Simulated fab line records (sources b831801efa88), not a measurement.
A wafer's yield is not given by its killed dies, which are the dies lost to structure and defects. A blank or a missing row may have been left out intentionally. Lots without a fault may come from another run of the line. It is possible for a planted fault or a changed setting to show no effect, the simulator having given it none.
2 desks, one fault    flow sky130    each desk has only its own numbers; what lay behind them comes last

## THE TOOL OWNER'S DESK: cvd-w-01
The tool's own readings at SKY_VIA4_CVD_18 (deposits W, target thk 505 nm, time 152.14 s): means of the sampled wafers that have a number, for each lot that ran on this tool. Any lot whose mean is over 4 standard deviations away from the usual mean is out of limits and marked OUT; that distance is given in the brackets.
Columns: A = heater-power-w at SKY_VIA4_CVD_18, usual 834 W; B = susceptor-temp-C at SKY_VIA4_CVD_18, usual 400.01 C
lot   first seen here  A    B
L149  day 43 05:01     847  400.20
L153  day 44 15:51     840  400.00
L155  day 45 08:28     882  400.22
L159  day 46 08:04     777  387.72 (-56) OUT
L160  day 46 08:58     832  387.81 (-55) OUT
L161  day 46 11:46     732  387.68 (-56) OUT
This desk finds L159, L160, L161 out of limits, L159 being first, at day 46 08:04 (susceptor-temp-C at SKY_VIA4_CVD_18). L149, L153, L155 stayed within limits.

## METROLOGY DESK
Lot by lot, what the gauges showed, no matter which tool ran the lot: averages of those sampled wafers that carry a number. Any lot whose mean is over 4 standard deviations away from the usual mean is out of limits and marked OUT; that distance is given in the brackets.
Columns: A = VIA4_W_RS at SKY_VIA4_RS_MEAS_19, usual 0.2265 ohm/sq; B = VIA4_W_THK at SKY_VIA4_THK_MEAS_20, usual 495 nm
lot   first seen here  A                 B
L149  day 43 05:10     0.2260            494
L150  day 43 13:07     0.2239            497
L153  day 44 16:00     0.2301            497
L155  day 45 08:46     0.2287            483
L157  day 46 00:19     0.2241            502
L159  day 46 08:14     0.2874 (+23) OUT  394 (-13) OUT
L160  day 46 09:08     0.2896 (+23) OUT  391 (-14) OUT
L161  day 46 11:55     0.2814 (+20) OUT  403 (-12) OUT
L170  day 48 12:03     0.2247            495
L171  day 48 13:58     0.2220            497
L169  day 48 17:26     0.2230            501
This desk finds L159, L160, L161 out of limits, with the earliest case on L159 at day 46 08:14 (VIA4_W_RS at SKY_VIA4_RS_MEAS_19). L149, L150, L153, L155, L157, L170, L171, L169 stayed within limits.

## ALL TOGETHER
The tool owner's desk could have raised an alarm at day 46 08:04, on L159, L160, L161.
The metrology desk could have raised an alarm at day 46 08:14, on L159, L160, L161.
SKY_VIA4_CVD_18 was run on cvd-w-01 by each of the lots named.

## WHAT THE SIMULATOR HAD INSERTED
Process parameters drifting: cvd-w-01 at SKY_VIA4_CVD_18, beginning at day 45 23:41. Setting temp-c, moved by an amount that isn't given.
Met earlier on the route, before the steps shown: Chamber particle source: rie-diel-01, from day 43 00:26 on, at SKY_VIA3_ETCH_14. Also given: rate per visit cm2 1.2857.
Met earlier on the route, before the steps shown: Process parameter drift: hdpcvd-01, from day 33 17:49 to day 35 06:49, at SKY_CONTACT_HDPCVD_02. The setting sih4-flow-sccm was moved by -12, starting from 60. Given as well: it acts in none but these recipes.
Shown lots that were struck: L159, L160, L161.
Delay (hours) between the fault's onset and each desk's first out-of-limits reading: 8 at the tool owner's desk, 9 at the metrology desk.
